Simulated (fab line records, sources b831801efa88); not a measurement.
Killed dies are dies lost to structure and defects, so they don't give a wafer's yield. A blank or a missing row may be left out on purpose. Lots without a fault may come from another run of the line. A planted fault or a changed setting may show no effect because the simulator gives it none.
fab line records | flow sky130
record lots=13 wafers=39 last_day=51
route steps=708 shown PWDE@55 NWELL@65 POLY_GATE@218 POLY_CUT@319 PAD_OPEN@708
lots that met no fault: from a run of the same line without faults
start_h: hours from the record's first day to the start of the lot's first wafer shown | wait_h: hours since the lot's step before | " the same as in the row above | L1.1+2: a row that stands for several wafers | - no value, or no start given | * or withheld: withheld | < > ~ a bound
route shown NAME@n: a module of which the file shows steps, and the number in the route of the first | usual: mean/standard deviation of fault-free wafers | same: alike in all rows | chamber/n: place in a boat | sites: the reading at each site | _std_site: their standard deviation | _edge_site: outer sites' mean less inner sites' | radius_mm: how far each site lies from the wafer's centre | mask NAME#n: copy n | behind: the tool/chamber that last shaped the wafer | hold: why the lot was held/for how many hours/how that ended | device: the transistor (n, p or np) that didn't switch | end of line: the same wafers' tests at the end of the route | a step without rows: its recipe alone | killed: dies lost to structure and defects at the first sort, not the wafer's yield | map: a wafer's dies, x killed, . not, _ none there
set.NAME: the setting as run; set.NAME@STEP: as run at that earlier step | model.NAME: the simulator's own value behind a step, which no gauge read
steps of the route over a sample of lots; a table a step, a row a wafer
services: from which hour (start_h, from the record's first day; less than 0 if before it) a tool's chamber was out of use, for how many hours, and why
## steps
# step SKY_PWDE_TW_MEAS_10
# usual PWDE_TW=373/4.4
# columns lot.wafer tool chamber start_h wait_h PWDE_TW
L733.3 film_metro-03 - 86.14 0.1 369
L733.5 " - " " 368
L733.6 " - " " 368
L734.4 film_metro-04 - 91.10 0.1 375
L734.5 " - " " 372
L734.6 " - " " 376
L735.1 film_metro-03 - 94.97 0.1 368
L735.3 " - " " 368
L735.5 " - " " 368
L738.2 film_metro-04 - 116.23 0.1 378
L738.3 " - " " 375
L738.4 " - " " 378
L739.1 film_metro-03 - 120.87 0.1 366
L739.4 " - " " 366
L739.6 " - " " 365
L741.2 film_metro-04 - 140.38 0.1 373
L741.4 " - " " 377
L741.6 " - " " 377
L742.1 film_metro-04 - 141.52 0.1 379
L742.2 " - " " 376
L742.3 " - " " 377
L743.2 film_metro-03 - 145.13 0.1 370
L743.5 " - " " 369
L743.6 " - " " 370
L744.3 film_metro-03 - 152.99 0.1 368
L744.4 " - " " 368
L744.6 " - " " 367
L745.1 film_metro-01 - 156.37 0.1 374
L745.4 " - " " 374
L745.5 " - " " 375
L746.1 film_metro-03 - 161.57 0.1 368
L746.5 " - " " 368
L746.6 " - " " 370
L747.4 film_metro-01 - 165.85 0.1 374
L747.5 " - " " 376
L747.6 " - " " 375
L748.3 film_metro-03 - 169.04 0.1 369
L748.4 " - " " 368
L748.5 " - " " 369
# step SKY_NWELL_IMPLANT_12
# recipe species=P energy_kev=120 dose_cm2=1.3e+12 tilt_deg=withheld
# usual implant_ion_amu=31/0
# columns lot.wafer tool chamber start_h wait_h implant_ion_amu
L733.3 implanter-02 0 103.12 0.1 31
L733.5 " 0 " " 31
L733.6 " 0 " " 31
L735.1 implanter-01 0 111.97 0.1 31
L735.3 " 0 " " 31
L735.5 " 0 " " 31
L734.4 implanter-02 0 112.71 4.5 31
L734.5 " 0 " " 31
L734.6 " 0 " " 31
L738.2 implanter-02 0 134.00 0.1 31
L738.3 " 0 " " 31
L738.4 " 0 " " 31
L739.1 implanter-02 0 139.57 0.1 31
L739.4 " 0 " " 31
L739.6 " 0 " " 31
L741.2 implanter-01 0 160.80 0.1 31
L741.4 " 0 " " 31
L741.6 " 0 " " 31
L742.1 implanter-04 0 161.12 0.1 31
L742.2 " 0 " " 31
L742.3 " 0 " " 31
L743.2 implanter-01 0 165.30 0.1 31
L743.5 " 0 " " 31
L743.6 " 0 " " 31
L744.3 implanter-02 0 173.32 0.1 31
L744.4 " 0 " " 31
L744.6 " 0 " " 31
L745.1 implanter-04 0 176.62 0.1 75
L745.4 " 0 " " 75
L745.5 " 0 " " 75
L746.1 implanter-04 0 182.57 0.1 75
L746.5 " 0 " " 75
L746.6 " 0 " " 75
L747.4 implanter-01 0 186.45 0.1 75
L747.5 " 0 " " 75
L747.6 " 0 " " 75
L748.3 implanter-01 0 189.82 0.1 75
L748.4 " 0 " " 75
L748.5 " 0 " " 75
# step SKY_POLY_GATE_THK_MEAS_04
# recipe reads=Si3N4_of_POLY_GATE_CVD_03
# usual POLY_GATE_CVD_03_THK=75.0/0.71
# columns lot.wafer tool chamber start_h wait_h POLY_GATE_CVD_03_THK[nm]
L733.3 film_metro-03 - 363.42 0.0 75.0
L733.5 " - " " 75.0
L733.6 " - " " 75.7
L735.1 film_metro-03 - 371.87 0.0 75.1
L735.3 " - " " 75.7
L735.5 " - " " 75.5
L734.4 film_metro-04 - 381.02 0.0 75.5
L734.5 " - " " 75.5
L734.6 " - " " 75.7
L739.1 film_metro-03 - 428.08 0.0 74.9
L739.4 " - " " 74.5
L739.6 " - " " 75.2
L738.2 film_metro-02 - 428.09 0.0 74.3
L738.3 " - " " 74.4
L738.4 " - " " 74.5
L743.2 film_metro-03 - 555.72 0.0 74.9
L743.5 " - " " 74.9
L743.6 " - " " 75.1
L745.1 film_metro-02 - 555.72 0.0 74.8
L745.4 " - " " 74.8
L745.5 " - " " 74.9
L742.1 film_metro-03 - 555.77 0.1 74.0
L742.2 " - " " 73.7
L742.3 " - " " 74.0
L741.2 film_metro-04 - 555.84 0.1 74.3
L741.4 " - " " 74.4
L741.6 " - " " 75.3
L744.3 film_metro-03 - 555.85 0.1 75.8
L744.4 " - " " 76.0
L744.6 " - " " 75.4
L746.1 film_metro-03 - 555.89 0.2 75.3
L746.5 " - " " 74.9
L746.6 " - " " 74.7
L747.4 film_metro-04 - 555.92 0.2 75.1
L747.5 " - " " 75.5
L747.6 " - " " 76.0
L748.3 film_metro-04 - 555.97 0.3 75.4
L748.4 " - " " 75.1
L748.5 " - " " 75.2
# step SKY_POLY_CUT_STRIP_12
# recipe chemistry=O2/N2 power_w=1400 pressure_mtorr=1500 platen_temp_c=withheld o2_flow_sccm=3000 n2_flow_sccm=300 overash_fraction=0.5
# usual drypump_motor_current_A=5.61/0.22 oes_product_au=0.453/0.0045 strip_time_to_endpoint_s=5.365/0.019
# columns lot.wafer tool chamber start_h wait_h drypump_motor_current_A oes_product_au rf_hours_counter_h strip_time_to_endpoint_s
L735.1 plasma_asher-03 0 590.03 0.0 5.94 0.458 74 5.397
L735.3 " 1 " " 5.48 0.452 - 5.394
L735.5 " 1 " " 5.47 0.455 - 5.400
L733.3 plasma_asher-04 1 590.19 0.1 5.63 0.455 - 5.380
L733.5 " 1 " " 5.62 0.450 - 5.377
L733.6 " 0 " " 5.75 0.458 - 5.359
L734.4 plasma_asher-04 1 590.43 0.0 5.62 0.451 - 5.335
L734.5 " 1 " " 5.67 0.459 - 5.354
L734.6 " 0 " " 5.75 0.443 - 5.331
L738.2 plasma_asher-03 1 626.27 0.0 5.47 0.449 78 5.315
L738.3 " 1 " " 5.52 0.454 - 5.330
L738.4 " 0 " " 5.95 0.447 - 5.344
L739.1 plasma_asher-02 1 629.27 0.0 5.29 0.461 20 5.359
L739.4 " 1 " " 5.29 0.447 - 5.349
L739.6 " 1 " " 5.30 0.447 - 5.365
L742.1 plasma_asher-03 0 759.72 0.0 5.93 0.448 92 5.349
L742.2 " 1 " " 5.48 0.450 92 5.349
L742.3 " 1 " " 5.51 0.446 - 5.358
L743.2 plasma_asher-02 1 760.07 0.0 5.31 0.454 33 5.374
L743.5 " 1 " " 5.30 0.455 - 5.343
L743.6 " 0 " " 5.61 0.456 - 5.370
L745.1 plasma_asher-04 0 760.12 0.0 5.75 0.458 1 5.373
L745.4 " 1 " " 5.63 0.459 - 5.347
L745.5 " 0 " " 5.74 0.449 - 5.370
L744.3 plasma_asher-02 1 761.01 0.1 5.31 0.456 - 5.325
L744.4 " 0 " " 5.57 0.450 - 5.355
L744.6 " 0 " " 5.58 0.456 - 5.334
L741.2 plasma_asher-02 1 761.32 0.0 5.29 0.452 33 5.377
L741.4 " 1 " " 5.31 0.457 - 5.385
L741.6 " 1 " " 5.30 0.457 - 5.382
L747.4 plasma_asher-03 0 763.26 0.1 5.92 0.451 - 5.387
L747.5 " 1 " " 5.50 0.455 - 5.390
L747.6 " 0 " " 5.94 0.451 - 5.392
L746.1 plasma_asher-03 1 763.57 0.0 5.53 0.460 93 5.351
L746.5 " 0 " " 5.91 0.454 - 5.376
L746.6 " 1 " " 5.50 0.452 - 5.356
L748.3 plasma_asher-02 1 767.75 0.1 5.32 0.446 - 5.347
L748.4 " 0 " " 5.59 0.452 - 5.339
L748.5 " 1 " " 5.32 0.446 - 5.351
# step SKY_PAD_OPEN_PROBE_99
# usual killed_at_M0_to_M3=42/7.3 killed_at_M4_up=3.4/2 killed_at_contacts=24/5.6 killed_at_front_end=16/4.5 killed_at_other=0.2/0.51 killed_dies=86/9.8 killed_open=46/7 killed_short=40/6.7
# same gross_dies=492 killed_at_back_side=0
# columns lot.wafer tool chamber start_h wait_h killed_at_M0_to_M3 killed_at_M4_up killed_at_contacts killed_at_front_end killed_at_other killed_dies killed_open killed_short
L735.1 prober-02 - 1102.95 0.1 46 2 25 22 0 95 50 45
L735.3 prober-02 - 1103.05 0.2 37 8 16 16 1 78 39 37
L735.5 prober-02 - 1103.15 0.2 31 3 34 16 1 85 48 37
L734.4 prober-01 - 1103.10 0.2 43 5 25 13 0 86 47 39
L734.5 prober-01 - 1103.15 0.2 34 5 34 11 0 84 42 42
L734.6 prober-01 - 1103.20 0.2 48 3 22 17 0 90 58 32
L742.1 prober-02 - 1210.01 0.1 23 3 29 22 0 77 44 33
L742.2 prober-02 - 1210.06 0.1 34 2 27 19 0 82 44 38
L742.3 prober-02 - 1210.11 0.2 49 6 18 23 0 96 44 51
L745.1 prober-01 - 1210.86 0.1 42 2 38 26 1 109 56 53
L745.4 prober-01 - 1211.01 0.2 49 6 16 14 0 85 40 45
L745.5 prober-01 - 1211.06 0.2 44 5 29 14 0 92 42 50
L743.2 prober-02 - 1211.56 0.1 37 3 28 13 0 81 44 37
L743.5 prober-02 - 1211.71 0.2 42 3 27 18 0 90 51 39
L743.6 prober-02 - 1211.76 0.2 34 0 34 13 0 81 47 34
L741.2 prober-01 - 1213.06 0.1 28 6 26 16 1 77 42 35
L741.4 prober-01 - 1213.16 0.2 47 7 28 9 0 91 46 44
L741.6 prober-01 - 1213.26 0.2 48 5 25 14 0 92 46 46
L746.1 prober-02 - 1214.51 0.1 28 1 31 12 0 72 40 32
L746.5 prober-02 - 1214.71 0.2 43 3 23 12 0 81 42 39
L746.6 prober-02 - 1214.76 0.2 43 3 25 17 0 88 51 37
L748.3 prober-02 - 1222.03 0.2 35 3 33 19 0 90 47 43
L748.4 prober-02 - 1222.08 0.2 29 3 19 17 0 68 21 47
L748.5 prober-02 - 1222.13 0.2 41 3 19 9 0 72 40 32
# killed by level:class
L735.1 VIA1:geometric_particle:open=11 VIA2:geometric_particle:open=10 POLY_GATE:geometric_particle:open=7 CONTACT:geometric_particle:open=7 FIELD_ISO:geometric_particle:short=6 LI_CONTACT:geometric_particle:open=6 LOCAL_INTERCONNECT:geometric_particle:short=5 METAL1:geometric_particle:short=5
L735.3 VIA2:geometric_particle:open=9 METAL4:geometric_particle:short=6 CONTACT:geometric_particle:open=5 VIA1:geometric_particle:open=5 POLY_GATE:geometric_particle:short=4 LI_CONTACT:geometric_particle:open=4 LOCAL_INTERCONNECT:geometric_particle:short=4 METAL1:geometric_particle:short=4
L734.4 VIA1:geometric_particle:open=10 CONTACT:geometric_particle:open=9 METAL1:geometric_particle:short=8 VIA3:geometric_particle:open=8 LI_CONTACT:geometric_particle:open=7 METAL4:geometric_particle:short=5 VIA1:geometric_particle:short=5 CONTACT:geometric_particle:short=5
L735.5 CONTACT:geometric_particle:open=17 LOCAL_INTERCONNECT:geometric_particle:short=7 VIA3:geometric_particle:open=7 METAL2:geometric_particle:short=5 VIA2:geometric_particle:open=4 FIELD_ISO:geometric_particle:open=4 POLY_GATE:geometric_particle:open=4 VIA1:geometric_particle:open=4
L734.5 CONTACT:geometric_particle:open=11 LI_CONTACT:geometric_particle:open=9 VIA1:geometric_particle:open=7 METAL2:geometric_particle:short=7 FIELD_ISO:geometric_particle:short=5 LOCAL_INTERCONNECT:geometric_particle:short=5 CONTACT:geometric_particle:short=5 METAL1:geometric_particle:short=5
L734.6 VIA1:geometric_particle:open=10 VIA3:geometric_particle:open=10 VIA2:geometric_particle:open=10 LI_CONTACT:geometric_particle:open=9 METAL1:geometric_particle:short=6 FIELD_ISO:geometric_particle:short=5 FIELD_ISO:geometric_particle:open=5 CONTACT:geometric_particle:short=5
L742.1 LI_CONTACT:geometric_particle:open=10 CONTACT:geometric_particle:open=9 FIELD_ISO:geometric_particle:open=6 VIA2:geometric_particle:open=6 POLY_GATE:geometric_particle:short=5 FIELD_ISO:geometric_particle:short=4 CONTACT:geometric_particle:short=4 VIA1:geometric_particle:open=4
L742.2 METAL2:geometric_particle:short=10 LI_CONTACT:geometric_particle:open=9 CONTACT:geometric_particle:open=6 VIA1:geometric_particle:open=6 VIA3:geometric_particle:open=6 LOCAL_INTERCONNECT:geometric_particle:short=5 POLY_GATE:geometric_particle:open=4 POLY_GATE:geometric_particle:short=3
L742.3 VIA1:geometric_particle:open=14 METAL2:geometric_particle:short=11 POLY_GATE:geometric_particle:short=9 VIA3:geometric_particle:open=8 LI_CONTACT:geometric_particle:open=5 LOCAL_INTERCONNECT:geometric_particle:short=5 VIA2:geometric_particle:short=4 FIELD_ISO:geometric_particle:open=3
L745.1 CONTACT:geometric_particle:open=17 CONTACT:geometric_particle:short=11 VIA2:geometric_particle:open=10 POLY_GATE:geometric_particle:short=7 METAL2:geometric_particle:short=7 FIELD_ISO:geometric_particle:short=6 POLY_GATE:geometric_particle:open=6 LI_CONTACT:geometric_particle:open=6
L745.4 VIA1:geometric_particle:open=13 VIA2:geometric_particle:open=8 CONTACT:geometric_particle:open=7 METAL4:geometric_particle:short=6 CONTACT:geometric_particle:short=6 METAL2:geometric_particle:short=6 VIA3:geometric_particle:open=6 FIELD_ISO:geometric_particle:short=5
L745.5 VIA1:geometric_particle:open=9 CONTACT:geometric_particle:short=8 VIA2:geometric_particle:open=8 LI_CONTACT:geometric_particle:open=7 CONTACT:geometric_particle:open=7 FIELD_ISO:geometric_particle:short=6 METAL2:geometric_particle:short=6 LOCAL_INTERCONNECT:geometric_particle:short=5
L743.2 VIA1:geometric_particle:open=11 LOCAL_INTERCONNECT:geometric_particle:short=7 CONTACT:geometric_particle:open=7 LI_CONTACT:geometric_particle:open=6 CONTACT:geometric_particle:short=6 FIELD_ISO:geometric_particle:short=4 VIA2:geometric_particle:open=4 METAL2:geometric_particle:short=4
L743.5 CONTACT:geometric_particle:open=10 VIA1:geometric_particle:open=10 METAL1:geometric_particle:short=8 LI_CONTACT:geometric_particle:open=7 VIA2:geometric_particle:open=7 FIELD_ISO:geometric_particle:open=5 CONTACT:geometric_particle:short=5 METAL2:geometric_particle:short=5
L743.6 VIA1:geometric_particle:open=14 CONTACT:geometric_particle:open=13 CONTACT:geometric_particle:short=8 LI_CONTACT:geometric_particle:open=7 LI_CONTACT:geometric_particle:short=4 FIELD_ISO:geometric_particle:open=3 METAL1:geometric_particle:short=3 VIA2:geometric_particle:open=3
L741.2 LI_CONTACT:geometric_particle:open=8 CONTACT:geometric_particle:open=8 VIA1:geometric_particle:open=8 VIA2:geometric_particle:open=7 POLY_GATE:geometric_particle:short=6 CONTACT:geometric_particle:short=5 FIELD_ISO:geometric_particle:short=4 POLY_GATE:geometric_particle:open=4
L741.4 VIA1:geometric_particle:open=11 VIA3:geometric_particle:open=9 LI_CONTACT:geometric_particle:open=7 VIA2:geometric_particle:open=7 LOCAL_INTERCONNECT:geometric_particle:short=6 LI_CONTACT:geometric_particle:short=5 CONTACT:geometric_particle:short=5 CONTACT:geometric_particle:open=4
L741.6 CONTACT:geometric_particle:open=11 VIA2:geometric_particle:open=10 LI_CONTACT:geometric_particle:open=8 VIA1:geometric_particle:short=6 VIA1:geometric_particle:open=6 METAL2:geometric_particle:short=6 VIA3:geometric_particle:short=6 METAL1:geometric_particle:short=5
L746.1 LI_CONTACT:geometric_particle:open=11 CONTACT:geometric_particle:open=8 VIA1:geometric_particle:open=8 LOCAL_INTERCONNECT:geometric_particle:short=4 CONTACT:geometric_particle:short=4 METAL1:geometric_particle:short=4 FIELD_ISO:geometric_particle:open=3 LI_CONTACT:geometric_particle:short=3
L746.5 VIA3:geometric_particle:open=9 CONTACT:geometric_particle:open=9 VIA1:geometric_particle:open=9 VIA3:geometric_particle:short=5 METAL2:geometric_particle:short=5 VIA2:geometric_particle:open=5 LI_CONTACT:geometric_particle:short=4 LOCAL_INTERCONNECT:geometric_particle:short=4
L746.6 VIA1:geometric_particle:open=12 METAL2:geometric_particle:short=9 LI_CONTACT:geometric_particle:open=8 LOCAL_INTERCONNECT:geometric_particle:short=6 CONTACT:geometric_particle:open=6 VIA2:geometric_particle:open=5 VIA3:geometric_particle:short=5 VIA3:geometric_particle:open=5
L748.3 LI_CONTACT:geometric_particle:open=11 METAL2:geometric_particle:short=6 POLY_GATE:geometric_particle:short=6 VIA3:geometric_particle:open=6 LOCAL_INTERCONNECT:geometric_particle:short=6 VIA1:geometric_particle:open=6 CONTACT:geometric_particle:short=5 CONTACT:geometric_particle:open=5
L748.4 LOCAL_INTERCONNECT:geometric_particle:short=6 METAL2:geometric_particle:short=6 FIELD_ISO:geometric_particle:short=5 CONTACT:geometric_particle:short=5 POLY_GATE:geometric_particle:short=4 LI_CONTACT:geometric_particle:open=4 METAL3:geometric_particle:short=4 METAL1:geometric_particle:short=3
L748.5 METAL2:geometric_particle:short=8 VIA1:geometric_particle:open=7 LI_CONTACT:geometric_particle:open=7 VIA1:geometric_particle:short=7 FIELD_ISO:geometric_particle:open=6 VIA2:geometric_particle:open=5 CONTACT:geometric_particle:open=4 CONTACT:geometric_particle:short=4
## services
# columns tool chamber start_h hours kind
implanter-01 - 150.38 5.6 pm
plasma_asher-02 - 188.66 0.8 repair
implanter-01 - 245.29 1.1 repair
implanter-02 - 249.83 10.3 repair
plasma_asher-03 - 256.09 0.7 repair
implanter-02 - 266.00 2.1 pm
implanter-02 - 284.94 1.3 repair
implanter-01 - 297.10 2.4 repair
plasma_asher-03 - 297.28 13.5 repair
plasma_asher-03 - 301.51 1.0 repair
implanter-01 - 349.26 1.5 repair
implanter-01 - 391.83 5.6 repair
plasma_asher-02 - 395.66 1.2 repair
plasma_asher-03 - 413.54 2.4 repair
plasma_asher-02 - 421.29 9.0 pm
plasma_asher-03 - 427.38 8.4 repair
plasma_asher-03 - 442.40 8.4 pm
implanter-02 - 442.41 2.3 repair
implanter-01 - 469.84 3.7 repair
implanter-02 - 472.62 3.3 pm
plasma_asher-03 - 477.62 4.3 pm
implanter-01 - 509.57 4.1 pm
implanter-01 - 540.87 16.4 pm
implanter-02 - 596.14 1.0 repair
## key
first_sign step=SKY_NWELL_IMPLANT_12 reading=implant_ion_amu direction=up sigmas=99+ usual=31 struck=75
effect none on later readings
met_at SKY_NWELL_IMPLANT_12
struck_lots L745,L746,L747,L748
tester_left_out L745,L746,L747,L748
not_acting_at SKY_PWDE_TW_MEAS_10,SKY_POLY_GATE_THK_MEAS_04,SKY_POLY_CUT_STRIP_12
onset_between 173.32 176.62
fault kind=wrong_recipe_download tool=implanter-01,implanter-02,implanter-04 chamber=- onset_h=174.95 steps=SKY_NWELL_IMPLANT_12 wrong_recipe.not_listed=1
# tester_left_out: of these lots the tester's yield and bins aren't shown, on N5 and GAA mostly nor the transistor test; their killed dies are dies lost to structure and defects alone, not to doping, threshold or leakage, so they don't give the yield
